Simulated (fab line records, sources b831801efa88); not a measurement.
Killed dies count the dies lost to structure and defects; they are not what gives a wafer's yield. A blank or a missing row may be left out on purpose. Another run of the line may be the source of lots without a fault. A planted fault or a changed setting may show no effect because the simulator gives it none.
What tool caused it? + flow sky130 + 11 lots, 33 wafers sampled, at 3 steps of a route of 708

WHAT THE GAUGES SHOWED, per wafer
SKY_SD_N_RS_MEAS_16: the measuring method here is four-point-probe.
| lot  | measured     | on           | SD_N_RS (ohm/sq)                    |
|------|--------------|--------------|-------------------------------------|
| L360 | day 27 15:23 | filmMetro-03 | 68.63 68.38 68.69                   |
| L362 | day 28 12:20 | filmMetro-02 | 68.55 68.64 68.68                   |
| L363 | day 29 05:44 | filmMetro-01 | 68.69 68.72 68.64                   |
| L364 | day 29 06:57 | filmMetro-03 | 68.47 68.61 68.47                   |
| L367 | day 30 09:08 | filmMetro-02 | 68.51 68.53 68.52                   |
| L376 | day 33 09:17 | filmMetro-03 | 69.15 69.22 69.27 69.18 69.17 69.12 |
| L378 | day 33 13:16 | filmMetro-02 | 68.65 68.70 68.61                   |
| L377 | day 33 17:35 | filmMetro-01 | 69.08 69.06 68.95 69.14 69.07 69.12 |
| L381 | day 34 15:19 | filmMetro-02 | 68.94 68.69 68.62                   |
| L382 | day 35 03:26 | filmMetro-01 | 68.67 68.51 68.63                   |
| L383 | day 35 12:36 | filmMetro-02 | 68.78 68.70 68.68                   |

WHAT TOOL EACH LOT RAN ON (gives the tool, then ch and the chambers of the sampled wafers, and finally the start)
| lot  | SKY_SD_N_IMPLANT_09             | SKY_SD_N_STRIP_11                   |
|------|---------------------------------|-------------------------------------|
| L360 | implanter-04 ch 0, day 27 14:43 | plasmaAsher-04 ch 0,1, day 27 15:00 |
| L362 | implanter-01 ch 0, day 28 11:40 | plasmaAsher-04 ch 0,1, day 28 11:58 |
| L363 | implanter-03 ch 0, day 29 05:04 | plasmaAsher-04 ch 0,1, day 29 05:21 |
| L364 | implanter-01 ch 0, day 29 06:16 | plasmaAsher-04 ch 1, day 29 06:34   |
| L367 | implanter-03 ch 0, day 30 08:28 | plasmaAsher-04 ch 0,1, day 30 08:46 |
| L376 | implanter-03 ch 0, day 33 08:37 | plasmaAsher-04 ch 0,1, day 33 08:55 |
| L378 | implanter-01 ch 0, day 33 12:34 | plasmaAsher-01 ch 0,1, day 33 12:52 |
| L377 | implanter-03 ch 0, day 33 16:55 | plasmaAsher-04 ch 0,1, day 33 17:13 |
| L381 | implanter-01 ch 0, day 34 14:38 | plasmaAsher-03 ch 0, day 34 14:55   |
| L382 | implanter-01 ch 0, day 35 02:45 | plasmaAsher-04 ch 1, day 35 03:01   |
| L383 | implanter-04 ch 0, day 35 11:55 | plasmaAsher-01 ch 0,1, day 35 12:13 |
- SKY_SD_N_IMPLANT_09
- SKY_SD_N_STRIP_11: strips in O2/N2.

WHAT THE TOOLS THEMSELVES READ (means of the sampled wafers that have a number; where no wafer has one, the mark that the record gives instead)
SKY_SD_N_IMPLANT_09.
| lot  | tool         | beamEnergyKeV | doseIonsCm2 |
|------|--------------|---------------|-------------|
| L360 | implanter-04 | 49.981        | 4e+15       |
| L362 | implanter-01 | 50.010        | 4e+15       |
| L363 | implanter-03 | 49.998        | 4e+15       |
| L364 | implanter-01 | 49.999        | 4e+15       |
| L367 | implanter-03 | 50.021        | 4e+15       |
| L376 | implanter-03 | 49.987        | 4e+15       |
| L378 | implanter-01 | 49.997        | 4e+15       |
| L377 | implanter-03 | 50.000        | 4e+15       |
| L381 | implanter-01 | 50.000        | 4e+15       |
| L382 | implanter-01 | 50.014        | 4e+15       |
| L383 | implanter-04 | 50.007        | 4e+15       |

SKY_SD_N_STRIP_11.
| lot  | tool           | drypumpMotorCurrentA (A) | oesProductAu (a.u.) | stripTimeToEndpointS (s) |
|------|----------------|--------------------------|---------------------|--------------------------|
| L360 | plasmaAsher-04 | 6.5                      | 0.525               | 22.61                    |
| L362 | plasmaAsher-04 | 6.3                      | 0.531               | 22.59                    |
| L363 | plasmaAsher-04 | 6.5                      | 0.529               | 22.53                    |
| L364 | plasmaAsher-04 | 6.1                      | 0.526               | 22.54                    |
| L367 | plasmaAsher-04 | 6.5                      | 0.527               | 22.63                    |
| L376 | plasmaAsher-04 | 6.3                      | 0.535               | 22.29                    |
| L378 | plasmaAsher-01 | 5.3                      | 0.533               | 22.54                    |
| L377 | plasmaAsher-04 | 6.5                      | 0.531               | 22.31                    |
| L381 | plasmaAsher-03 | 5.1                      | 0.525               | 22.53                    |
| L382 | plasmaAsher-04 | 6.1                      | 0.529               | 22.56                    |
| L383 | plasmaAsher-01 | 5.3                      | 0.523               | 22.54                    |

THE ANSWER, worked out from the rows above alone
Rule: the usual values come from the lots themselves. The widest of any qualifying gaps counts: lots, ordered by their means at a reading, are off when they make up no more than a third of the lots, leave a main group of 4 or more, and stand apart from it by 3 or more times the standard deviation of that group's means. A main group is skipped when, at the precision printed for the reading in the tables above, its means are all equal. Also off: a lot with no number at a reading for which 4 or more lots have one. The other lots that the step has rows for count as sound. After the gauges, taken in route order, come the tools' own readings; for these a lot's mean is taken, as printed above. The first step at which some lot is off is used, and at that step the reading that is off furthest; a lot without a number counts as furthest.
Off: L376, L377, seen at SKY_SD_N_RS_MEAS_16 (SD_N_RS). The main group has a mean of 68.63 ohm/sq with a standard deviation of 0.079.
A tool fits if, at a process step before that reading, it ran every lot that is off, and no sound lot after the first of them. The gauges at SKY_SD_N_RS_MEAS_16 aren't tried: what is off there is off at SKY_SD_N_STRIP_11 too, on other tools, and a gauge's error can't cause that. One fits: SKY_SD_N_IMPLANT_09 on implanter-03. A fault onset in the window from L367 (day 30 08:28, its last sound lot) to L376 (day 33 08:37, its first lot off) fits.

WHAT THE SIMULATOR PUT IN
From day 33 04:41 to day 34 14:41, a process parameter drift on implanter-03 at SKY_SD_N_IMPLANT_09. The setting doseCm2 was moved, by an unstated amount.
Shown lots that were struck: L376, L377. The rule above reached the same finding.
